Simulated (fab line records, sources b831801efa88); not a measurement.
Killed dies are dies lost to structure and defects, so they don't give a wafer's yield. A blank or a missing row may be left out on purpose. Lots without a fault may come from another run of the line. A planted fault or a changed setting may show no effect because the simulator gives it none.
fab line records | flow sky130 | part 2 of 2: steps 23 to 23 of 23
record lots=7 wafers=21 last_day=49
route steps=708 shown CAP2M@614 METAL4@621 PAD_OPEN@708
lots that met no fault: from a run of the same line without faults
start_h: hours from the record's first day to the start of the lot's first wafer shown | wait_h: hours since the lot's step before | " the same as in the row above | L1.1+2: a row that stands for several wafers | - no value, or no start given | * or withheld: withheld | < > ~ a bound
route shown NAME@n: a module of which the file shows steps, and the number in the route of the first | usual: mean/standard deviation of fault-free wafers | same: alike in all rows | chamber/n: place in a boat | sites: the reading at each site | _std_site: their standard deviation | _edge_site: outer sites' mean less inner sites' | radius_mm: how far each site lies from the wafer's centre | mask NAME#n: copy n | behind: the tool/chamber that last shaped the wafer | hold: why the lot was held/for how many hours/how that ended | device: the transistor (n, p or np) that didn't switch | end of line: the same wafers' tests at the end of the route | a step without rows: its recipe alone | killed: dies lost to structure and defects at the first sort, not the wafer's yield | map: a wafer's dies, x killed, . not, _ none there
set.NAME: the setting as run; set.NAME@STEP: as run at that earlier step | model.NAME: the simulator's own value behind a step, which no gauge read
lots at some steps of the route; a table a step, a row a wafer
services: from which hour (start_h, from the record's first day; less than 0 if before it) a tool's chamber was out of use, for how many hours, and why
## steps
# step SKY_PAD_OPEN_PROBE_99
# usual defect_limited_yield=82.4/1.8 killed_at_M0_to_M3=44/6.3 killed_at_M4_up=3.1/1.8 killed_at_contacts=25/5.1 killed_at_front_end=15/4.1 killed_at_other=0.3/0.71 killed_dies=87/8.8 killed_open=47/6.8 killed_short=40/6.7 sort_bin_3_pad_short=0.9/0.39 sort_bin_5_function=10.4/1.5 sort_bin_6_memory=6.4/1.1 sort_n_pass=405/8.8 sort_yield_pct=82.4/1.8
# same gross_dies=492 killed_at_back_side=0 sort_bin_4_leakage[%]=0 sort_bin_8_speed[%]=0
# columns lot.wafer tool chamber start_h wait_h defect_limited_yield[%] killed_at_M0_to_M3 killed_at_M4_up killed_at_contacts killed_at_front_end killed_at_other killed_dies killed_open killed_short sort_bin_3_pad_short[%] sort_bin_5_function[%] sort_bin_6_memory[%] sort_n_pass sort_yield_pct[%] model.etest.met4.width_nm model.etest.met4.line_ohm_um
L905.3 prober-01 - 1097.13 0.2 76.4 54 4 40 18 0 116 65 51 1.8 13.6 8.1 376 76.4 301.5 0.1401
L905.4 prober-01 - 1097.18 0.2 80.7 52 1 25 17 0 95 55 40 0.4 9.8 9.1 397 80.7 310.3 0.1366
L905.5 prober-01 - 1097.23 0.2 83.9 33 5 29 12 0 79 51 28 0.4 10.2 5.5 413 83.9 299.5 0.1413
L904.1 prober-02 - 1098.71 0.1 81.9 38 2 26 23 0 89 55 31 0.8 10.4 6.9 403 81.9 289.2 0.1468
L904.3 prober-02 - 1098.81 0.2 82.7 40 3 25 17 0 85 39 43 0.2 11.4 5.7 407 82.7 294.6 0.1451
L904.6 prober-02 - 1098.96 0.2 79.7 52 1 26 20 1 100 66 34 1.0 13.2 6.1 392 79.7 286 0.1509
L906.1 prober-01 - 1105.08 0.1 82.7 45 4 26 9 1 85 47 38 1.0 10.0 6.3 407 82.7 275.6 0.1522
L906.2 prober-01 - 1105.13 0.1 83.3 36 3 24 19 0 82 42 40 0.4 11.2 5.1 410 83.3 286.7 0.1508
L906.6 prober-01 - 1105.33 0.2 83.9 36 2 31 10 0 79 50 29 1.0 8.5 6.5 413 83.9 281.6 0.1505
L907.1 prober-02 - 1110.34 0.1 82.5 41 5 28 12 0 86 41 45 0.8 10.2 6.5 406 82.5 300.6 0.1416
L907.2 prober-02 - 1110.39 0.1 80.1 55 3 23 16 1 98 55 43 0.8 11.8 7.3 394 80.1 291.6 0.1437
L907.4 prober-02 - 1110.49 0.2 82.1 52 0 21 14 1 88 50 38 0 10.4 7.5 404 82.1 299.8 0.1382
L908.2 prober-01 - 1113.75 0.1 83.3 45 4 22 11 0 82 46 36 1.2 10.4 5.1 410 83.3 288.6 0.1487
L908.4 prober-01 - 1113.85 0.2 84.6 37 7 22 10 0 76 37 39 1.4 8.5 5.5 416 84.6 298.6 0.1456
L908.6 prober-01 - 1113.95 0.2 79.9 54 3 24 18 0 99 59 40 1.6 11.8 6.7 393 79.9 287.9 0.1492
L916.3 prober-01 - 1163.08 0.2 81.9 46 2 25 16 0 89 47 42 0.6 11.4 6.1 403 81.9 301.8 0.1407
L916.4 prober-01 - 1163.13 0.2 81.3 42 6 26 18 0 92 53 39 1.4 11.6 5.7 400 81.3 302.4 0.1438
L916.5 prober-01 - 1163.18 0.2 80.3 44 1 31 20 1 97 52 45 1.4 9.1 9.1 395 80.3 302.3 0.1428
L919.2 prober-02 - 1172.00 0.1 86.8 36 4 18 7 0 65 30 35 0.8 7.5 4.9 427 86.8 298.7 0.1459
L919.3 prober-02 - 1172.05 0.2 85.2 36 2 20 15 0 73 45 28 0.6 9.6 4.7 419 85.2 304.2 0.1407
L919.5 prober-02 - 1172.15 0.2 83.7 50 0 21 8 1 80 43 37 0.8 10.8 4.7 412 83.7 297.4 0.1438
# killed by level:class
L905.3 CONTACT:geometric_particle:open=16 VIA1:geometric_particle:open=14 LI_CONTACT:geometric_particle:open=10 VIA2:geometric_particle:open=10 METAL1:geometric_particle:short=8 CONTACT:geometric_particle:short=7 VIA3:geometric_particle:open=7 LI_CONTACT:geometric_particle:short=5
L905.4 VIA3:geometric_particle:open=11 CONTACT:geometric_particle:open=11 VIA1:geometric_particle:open=9 VIA2:geometric_particle:open=8 FIELD_ISO:geometric_particle:open=6 FIELD_ISO:geometric_particle:short=6 LI_CONTACT:geometric_particle:short=5 VIA2:geometric_particle:short=5
L905.5 CONTACT:geometric_particle:open=12 VIA2:geometric_particle:open=11 LI_CONTACT:geometric_particle:open=8 VIA1:geometric_particle:open=6 METAL4:geometric_particle:short=5 POLY_GATE:geometric_particle:short=4 CONTACT:geometric_particle:short=4 VIA3:geometric_particle:open=4
L904.1 VIA3:geometric_particle:open=10 LI_CONTACT:geometric_particle:open=9 CONTACT:geometric_particle:open=9 FIELD_ISO:geometric_particle:short=7 VIA1:geometric_particle:open=6 POLY_GATE:geometric_particle:open=5 METAL2:geometric_particle:short=4 VIA2:geometric_particle:open=4
L904.3 METAL2:geometric_particle:short=9 LI_CONTACT:geometric_particle:open=9 METAL1:geometric_particle:short=7 FIELD_ISO:geometric_particle:open=5 CONTACT:geometric_particle:short=5 CONTACT:geometric_particle:open=5 VIA1:geometric_particle:short=5 VIA1:geometric_particle:open=5
L904.6 VIA1:geometric_particle:open=17 VIA3:geometric_particle:open=12 FIELD_ISO:geometric_particle:open=8 CONTACT:geometric_particle:open=8 VIA2:geometric_particle:open=7 LI_CONTACT:geometric_particle:open=7 FIELD_ISO:geometric_particle:short=5 CONTACT:geometric_particle:short=5
L906.1 LI_CONTACT:geometric_particle:open=10 CONTACT:geometric_particle:open=8 METAL1:geometric_particle:short=7 METAL2:geometric_particle:short=6 VIA1:geometric_particle:open=6 VIA2:geometric_particle:open=6 VIA3:geometric_particle:open=6 CONTACT:geometric_particle:short=4
L906.2 VIA1:geometric_particle:open=13 POLY_GATE:geometric_particle:short=7 CONTACT:geometric_particle:open=7 LI_CONTACT:geometric_particle:open=6 METAL2:geometric_particle:short=5 CONTACT:geometric_particle:short=5 VIA1:geometric_particle:short=5 VIA2:geometric_particle:open=5
L906.6 LI_CONTACT:geometric_particle:open=11 VIA3:geometric_particle:open=10 CONTACT:geometric_particle:open=9 VIA2:geometric_particle:open=6 METAL2:geometric_particle:short=6 LOCAL_INTERCONNECT:geometric_particle:short=4 FIELD_ISO:geometric_particle:open=3 FIELD_ISO:geometric_particle:short=3
L907.1 CONTACT:geometric_particle:open=11 VIA1:geometric_particle:open=11 METAL1:geometric_particle:short=6 LOCAL_INTERCONNECT:geometric_particle:short=5 VIA2:geometric_particle:open=5 CONTACT:geometric_particle:short=5 VIA1:geometric_particle:short=5 LI_CONTACT:geometric_particle:short=4
L907.2 VIA1:geometric_particle:open=16 CONTACT:geometric_particle:open=10 VIA3:geometric_particle:open=7 METAL2:geometric_particle:short=7 VIA1:geometric_particle:short=6 VIA2:geometric_particle:open=5 VIA2:geometric_particle:short=5 FIELD_ISO:geometric_particle:open=4
L907.4 VIA1:geometric_particle:open=16 LI_CONTACT:geometric_particle:open=11 VIA1:geometric_particle:short=11 VIA3:geometric_particle:open=6 FIELD_ISO:geometric_particle:short=5 CONTACT:geometric_particle:open=5 METAL2:geometric_particle:short=5 METAL1:geometric_particle:short=5
L908.2 VIA1:geometric_particle:open=13 VIA3:geometric_particle:open=7 CONTACT:geometric_particle:short=6 CONTACT:geometric_particle:open=6 LI_CONTACT:geometric_particle:open=5 METAL2:geometric_particle:short=5 VIA1:geometric_particle:short=4 VIA2:geometric_particle:open=4
L908.4 CONTACT:geometric_particle:open=10 VIA1:geometric_particle:open=9 VIA3:geometric_particle:short=6 METAL2:geometric_particle:short=5 CONTACT:geometric_particle:short=4 METAL3:geometric_particle:short=4 METAL4:geometric_particle:short=4 FIELD_ISO:geometric_particle:open=3
L908.6 VIA1:geometric_particle:open=11 METAL2:geometric_particle:short=10 LI_CONTACT:geometric_particle:open=9 CONTACT:geometric_particle:open=9 VIA2:geometric_particle:open=8 VIA3:geometric_particle:open=8 CONTACT:geometric_particle:short=5 FIELD_ISO:geometric_particle:open=4
L916.3 METAL1:geometric_particle:short=10 VIA1:geometric_particle:open=9 LI_CONTACT:geometric_particle:open=8 CONTACT:geometric_particle:open=7 VIA3:geometric_particle:open=6 VIA2:geometric_particle:open=6 METAL2:geometric_particle:short=5 FIELD_ISO:geometric_particle:short=4
L916.4 CONTACT:geometric_particle:open=11 VIA3:geometric_particle:open=8 LI_CONTACT:geometric_particle:open=7 VIA2:geometric_particle:open=7 METAL1:geometric_particle:short=6 VIA1:geometric_particle:open=6 FIELD_ISO:geometric_particle:short=5 METAL2:geometric_particle:short=5
L916.5 LI_CONTACT:geometric_particle:open=14 VIA1:geometric_particle:open=12 FIELD_ISO:geometric_particle:short=7 CONTACT:geometric_particle:short=7 FIELD_ISO:geometric_particle:open=6 LOCAL_INTERCONNECT:geometric_particle:short=5 VIA1:geometric_particle:short=5 METAL2:geometric_particle:short=5
L919.2 VIA1:geometric_particle:open=8 METAL2:geometric_particle:short=6 VIA3:geometric_particle:open=6 CONTACT:geometric_particle:short=5 CONTACT:geometric_particle:open=5 LI_CONTACT:geometric_particle:short=4 LI_CONTACT:geometric_particle:open=4 METAL1:geometric_particle:short=4
L919.3 VIA1:geometric_particle:open=14 CONTACT:geometric_particle:open=8 POLY_GATE:geometric_particle:open=6 VIA2:geometric_particle:open=6 LI_CONTACT:geometric_particle:open=4 CONTACT:geometric_particle:short=4 FIELD_ISO:geometric_particle:short=3 POLY_GATE:geometric_particle:short=3
L919.5 VIA2:geometric_particle:open=12 VIA1:geometric_particle:open=9 CONTACT:geometric_particle:open=7 METAL2:geometric_particle:short=6 LI_CONTACT:geometric_particle:open=6 VIA1:geometric_particle:short=5 POLY_GATE:geometric_particle:short=4 CONTACT:geometric_particle:short=4
## services
# columns tool chamber start_h hours kind
krf_scanner-02 - 955.70 1.0 pm
plasma_asher-03 - 959.34 0.5 repair
krf_scanner-02 - 962.47 3.6 pm
rie_diel-03 1 977.87 9.7 repair
rie_diel-02 0 978.90 4.9 repair
rie_metal-02 - 990.33 2.1 repair
krf_scanner-01 - 990.53 1.3 pm
rie_diel-03 3 991.82 18.7 repair
plasma_asher-01 - 995.40 2.4 repair
plasma_asher-02 - 1006.36 1.4 repair
rie_diel-01 1 1009.39 1.5 repair
rie_diel-03 - 1018.89 0.9 repair
rie_diel-02 - 1020.95 0.6 repair
krf_scanner-02 - 1025.06 1.3 pm
rie_diel-02 0 1028.29 1.3 repair
rie_diel-01 1 1028.38 5.7 repair
rie_diel-02 2 1028.54 28.3 repair
krf_scanner-01 - 1033.26 0.2 repair
plasma_asher-01 - 1053.19 1.4 repair
plasma_asher-04 - 1055.25 9.0 pm
rie_metal-02 - 1064.07 1.4 pm
plasma_asher-04 - 1077.94 14.6 pm
krf_scanner-01 - 1080.96 1.0 pm
rie_metal-03 1 1083.41 3.6 repair
## key
first_sign step=SKY_METAL4_EXPOSE_10 reading=exposure_dose_mJ_cm2 direction=up sigmas=69 usual=* struck=*
effect step=SKY_METAL4_CD_MEAS_13 reading=cd_nm direction=down sigmas=9.8 usual=300.2 struck=288.4 through=control_loop
model_effect step=SKY_METAL4_DESCUM_15 value=METAL4.cd_nm without=299.4 struck=288
model_effect step=SKY_METAL4_METAL_ETCH_18 value=METAL4.cd_nm without=298.8 struck=287.3
model_effect step=SKY_PAD_OPEN_PROBE_99 value=etest.met4.width_nm without=299.1 struck=287.6
met_at SKY_METAL4_EXPOSE_10
struck_wafers L904.1,L904.3,L904.6,L906.1,L906.2,L906.6,L908.2,L908.4,L908.6
loop_trim step=SKY_METAL4_EXPOSE_10 setting=dose lots=L908
onset_between 991.60 995.31
fault kind=process_parameter_drift tool=krf_scanner-02 chamber=- onset_h=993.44 steps=SKY_METAL4_EXPOSE_10 channel=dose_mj offset=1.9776 shape=step acts_in=these_recipes_only stated=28
# loop_trim: a control loop set the setting to another value than it would have without faults
